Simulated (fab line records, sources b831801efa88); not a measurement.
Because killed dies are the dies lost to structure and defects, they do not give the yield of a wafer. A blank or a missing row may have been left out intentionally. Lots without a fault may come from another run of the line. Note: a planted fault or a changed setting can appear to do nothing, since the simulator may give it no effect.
Which of the tools did it? | flow sky130 | 24 lots, 72 wafers sampled, at 4 steps of a route of 708

== WHAT THE GAUGES SHOWED, per wafer ==
SKY_VT_ADJUST_NCORE_OVL_MEAS_08. Usual: VT_ADJUST_NCORE_OVL 0.8 nm, standard deviation 1.4.
lot  | measured     | on         | VT_ADJUST_NCORE_OVL (nm) | flag
L074 | day 8 16:59  | overlay-02 | 1.8 3.4 1.0              | 
L075 | day 9 00:49  | overlay-02 | 2.5 2.4 1.9              | 
L076 | day 9 04:08  | overlay-01 | 1.0 1.0 2.7              | 
L077 | day 9 08:54  | overlay-01 | 0.0 0.0 1.2              | 
L078 | day 9 19:51  | overlay-01 | -1.0 1.8 -2.6            | 
L079 | day 9 23:57  | overlay-01 | 0.9 1.2 2.0              | 
L080 | day 10 06:06 | overlay-01 | 3.9 3.5 2.6              | 
L081 | day 10 12:38 | overlay-01 | 0.1 0.3 1.1              | 
L082 | day 11 01:09 | overlay-02 | 0.1 -0.1 0.5             | 
L083 | day 11 05:33 | overlay-01 | 3.3 1.2 2.0              | 
L084 | day 11 15:05 | overlay-01 | 0.4 0.1 -0.9             | 
L085 | day 11 17:21 | overlay-02 | 1.1 0.4 1.9              | 
L086 | day 12 03:47 | overlay-02 | -0.1 1.0 0.4             | 
L087 | day 12 08:52 | overlay-01 | -0.1 1.7 1.5             | 
L088 | day 12 16:25 | overlay-01 | -0.2 -1.1 -2.6           | 
L089 | day 12 22:22 | overlay-02 | -0.1 0.8 1.7             | 
L090 | day 13 06:36 | overlay-01 | 2.0 -0.2 -0.2            | 
L091 | day 13 15:01 | overlay-01 | -1.7 -0.2 1.7            | 
L092 | day 13 23:19 | overlay-02 | -1.1 0.6 0.6             | 
L093 | day 14 03:15 | overlay-01 | 0.4 1.1 1.1              | 
L094 | day 14 11:50 | overlay-01 | 0.4 -0.3 1.9             | 
L095 | day 14 18:19 | overlay-01 | -0.9 0.1 0.9             | 
L096 | day 15 00:40 | overlay-02 | 0.7 1.4 2.1              | 
L097 | day 15 04:59 | overlay-02 | 1.2 1.2 1.3              | 

SKY_POLY_GATE_THK_MEAS_01. Usual: POLY_GATE_CVD_00_THK 180.4 nm, standard deviation 1.3.
lot  | measured     | on           | POLY_GATE_CVD_00_THK (nm) | flag
L074 | day 14 04:15 | filmMetro-03 | 181.1 180.5 183.3         | 
L075 | day 14 13:23 | filmMetro-03 | 182.7 182.1 182.4         | 
L076 | day 14 19:22 | filmMetro-03 | 181.5 182.3 179.1         | 
L077 | day 15 00:28 | filmMetro-03 | 183.0 181.2 182.3         | 
L078 | day 15 11:01 | filmMetro-03 | 178.1 178.8 178.3         | 
L079 | day 15 15:59 | filmMetro-04 | 180.2 178.3 179.4         | 
L080 | day 15 23:46 | filmMetro-02 | 181.6 179.0 181.4         | 
L081 | day 16 08:20 | filmMetro-03 | 179.4 179.8 179.9         | 
L082 | day 17 00:45 | filmMetro-02 | 180.0 179.4 180.1         | 
L083 | day 17 03:40 | filmMetro-04 | 182.0 180.0 180.2         | 
L084 | day 17 13:49 | filmMetro-03 | 180.3 180.8 180.8         | 
L085 | day 17 19:51 | filmMetro-04 | 179.9 179.1 180.5         | 
L086 | day 18 09:41 | filmMetro-02 | 180.3 181.2 181.9         | 
L087 | day 18 16:14 | filmMetro-04 | 180.2 180.5 180.2         | 
L088 | day 19 00:14 | filmMetro-03 | 179.8 183.0 182.0         | 
L089 | day 19 10:13 | filmMetro-04 | 181.9 179.7 181.3         | 
L090 | day 19 18:09 | filmMetro-04 | 179.7 180.4 181.0         | 
L091 | day 20 05:25 | filmMetro-04 | 181.0 180.4 180.6         | 
L092 | day 20 14:14 | filmMetro-04 | 178.6 179.0 180.0         | 
L093 | day 20 18:50 | filmMetro-03 | 180.3 179.7 179.7         | 
L094 | day 21 05:07 | filmMetro-04 | 181.9 179.9 181.5         | 
L095 | day 21 11:20 | filmMetro-03 | 181.2 181.6 180.1         | 
L096 | day 21 19:05 | filmMetro-02 | 180.9 179.4 178.7         | 
L097 | day 21 22:14 | filmMetro-03 | 180.1 179.4 177.7         | 

SKY_POLY_GATE_OVL_MEAS_14. Usual: POLY_GATE_OVL 1 nm, standard deviation 4.7.
lot  | measured     | on         | POLY_GATE_OVL (nm) | flag
L074 | day 16 13:05 | overlay-01 | 2 -2 1             | 
L075 | day 16 23:39 | overlay-02 | 7 -5 -2            | 
L076 | day 17 05:26 | overlay-01 | -3 7 7             | 
L077 | day 17 12:41 | overlay-02 | 3 -4 7             | 
L078 | day 17 22:50 | overlay-02 | 1 -5 1             | 
L079 | day 18 04:10 | overlay-01 | 4 3 2              | 
L080 | day 18 12:42 | overlay-01 | -3 0 8             | 
L081 | day 18 22:38 | overlay-01 | 5 1 6              | 
L082 | day 19 16:25 | overlay-02 | 0 0 3              | 
L083 | day 19 17:25 | overlay-01 | 4 -1 -1            | 
L084 | day 20 04:27 | overlay-02 | 0 -3 -4            | 
L085 | day 20 11:22 | overlay-01 | 3 6 6              | 
L086 | day 21 00:03 | overlay-02 | -3 -1 -6           | 
L087 | day 21 07:21 | overlay-02 | 7 4 -6             | 
L088 | day 21 15:49 | overlay-02 | 5 -8 7             | 
L089 | day 22 02:10 | overlay-02 | -1 0 0             | 
L090 | day 22 08:33 | overlay-01 | 6 3 0              | 
L091 | day 22 21:43 | overlay-02 | -3 -4 2            | 
L092 | day 23 05:44 | overlay-02 | 4 0 2              | 
L093 | day 23 09:37 | overlay-02 | 11 0 -2            | 
L094 | day 23 19:45 | overlay-01 | 1 0 1              | 
L095 | day 24 02:30 | overlay-02 | 9 -1 11            | 
L096 | day 24 08:42 | overlay-01 | -1 8 3             | 
L097 | day 24 12:08 | overlay-01 | 6 7 -1             | 

== WHAT TOOL EACH LOT RAN ON (gives the tool, then ch and the chambers of the sampled wafers, and finally the start) ==
lot  | SKY_VT_ADJUST_LVTN_STRIP_20
L074 | plasmaAsher-01 ch 0,1, day 7 20:16
L075 | plasmaAsher-02 ch 0,1, day 8 03:24
L076 | plasmaAsher-01 ch 0,1, day 8 06:28
L077 | plasmaAsher-01 ch 0,1, day 8 11:28
L078 | plasmaAsher-03 ch 0,1, day 8 22:01
L079 | plasmaAsher-02 ch 0,1, day 9 01:36
L080 | plasmaAsher-02 ch 0,1, day 9 07:31
L081 | plasmaAsher-01 ch 0,1, day 9 13:57
L082 | plasmaAsher-02 ch 0,1, day 10 02:06
L083 | plasmaAsher-03 ch 0,1, day 10 06:39
L084 | plasmaAsher-03 ch 0,1, day 10 15:49
L085 | plasmaAsher-03 ch 1, day 10 18:10
L086 | plasmaAsher-02 ch 0,1, day 11 04:25
L087 | plasmaAsher-01 ch 0,1, day 11 09:12
L088 | plasmaAsher-03 ch 0,1, day 11 16:43
L089 | plasmaAsher-03 ch 0,1, day 11 22:18
L090 | plasmaAsher-03 ch 0,1, day 12 06:04
L091 | plasmaAsher-02 ch 0,1, day 12 14:02
L092 | plasmaAsher-02 ch 0,1, day 12 22:07
L093 | plasmaAsher-02 ch 0,1, day 13 01:37
L094 | plasmaAsher-03 ch 0,1, day 13 09:43
L095 | plasmaAsher-03 ch 0,1, day 13 16:06
L096 | plasmaAsher-03 ch 0,1, day 13 22:11
L097 | plasmaAsher-02 ch 0,1, day 14 03:22
- SKY_VT_ADJUST_LVTN_STRIP_20: strips in O2/N2.

== WHAT THE TOOLS THEMSELVES READ (means of the sampled wafers that have a number; where no wafer has one, the mark that the record gives instead) ==
SKY_VT_ADJUST_LVTN_STRIP_20. Usual: chamberPressureMTorr 1500.0 mTorr, standard deviation 1.4; drypumpMotorCurrentA 5.7 A, standard deviation 0.66; oesProductAu 0.716 a.u., standard deviation 0.0044; stripTimeToEndpointS 14.18 s, standard deviation 0.04.
lot  | tool           | chamberPressureMTorr (mTorr) | drypumpMotorCurrentA (A) | oesProductAu (a.u.) | stripTimeToEndpointS (s) | flag
L074 | plasmaAsher-01 | 1499.4                       | 5.3                      | 0.717               | 14.23                    | 
L075 | plasmaAsher-02 | 1499.0                       | 6.1                      | 0.716               | 14.25                    | 
L076 | plasmaAsher-01 | 1499.7                       | 5.4                      | 0.720               | 14.15                    | 
L077 | plasmaAsher-01 | 1500.7                       | 5.4                      | 0.718               | 14.20                    | 
L078 | plasmaAsher-03 | 1500.3                       | 5.5                      | 0.716               | 14.20                    | 
L079 | plasmaAsher-02 | 1500.4                       | 5.8                      | 0.718               | 14.16                    | 
L080 | plasmaAsher-02 | 1499.0                       | 5.8                      | 0.714               | 14.18                    | 
L081 | plasmaAsher-01 | 1499.4                       | 5.3                      | 0.710               | 14.22                    | 
L082 | plasmaAsher-02 | 1500.8                       | 6.1                      | 0.715               | 14.20                    | 
L083 | plasmaAsher-03 | 1500.8                       | 5.4                      | 0.720               | 14.18                    | 
L084 | plasmaAsher-03 | 1499.2                       | 5.4                      | 0.715               | 14.17                    | 
L085 | plasmaAsher-03 | 1500.0                       | 4.9                      | 0.713               | 14.17                    | 
L086 | plasmaAsher-02 | 1500.9                       | 5.8                      | 0.708               | 14.14                    | 
L087 | plasmaAsher-01 | 1501.3                       | 5.1                      | 0.719               | 14.15                    | 
L088 | plasmaAsher-03 | 1500.2                       | 5.4                      | 0.718               | 14.12                    | 
L089 | plasmaAsher-03 | 1499.7                       | 5.4                      | 0.714               | 14.15                    | 
L090 | plasmaAsher-03 | 1499.3                       | 5.4                      | 0.717               | 14.24                    | 
L091 | plasmaAsher-02 | 1499.8                       | 5.8                      | 0.713               | 14.17                    | 
L092 | plasmaAsher-02 | 1500.2                       | 6.1                      | 0.715               | 14.21                    | 
L093 | plasmaAsher-02 | 1499.8                       | 6.2                      | 0.712               | 14.14                    | 
L094 | plasmaAsher-03 | 1499.2                       | 6.0                      | 0.718               | 14.16                    | 
L095 | plasmaAsher-03 | 1499.9                       | 5.4                      | 0.719               | 14.17                    | 
L096 | plasmaAsher-03 | 1500.5                       | 5.9                      | 0.711               | 14.13                    | 
L097 | plasmaAsher-02 | 1499.9                       | 6.1                      | 0.719               | 14.14                    | 

== THE ANSWER, worked out from the rows above alone ==
Rule: lot off if the mean of its wafers having a number is beyond 3 standard deviations from the usual mean. A lot without any number at a reading at which 4 lots or more have one is off too. All remaining lots with rows at the step are treated as sound. The gauges are gone through in route order, then the tools' own readings, and for those a lot's mean is taken as printed above. At the first step where some lot is off, the reading lying furthest off is the one used; lots without a number count as furthest.
No lot is off at any reading shown: from this, nothing can be told.

== WHAT WAS PUT IN BY THE SIMULATOR ==
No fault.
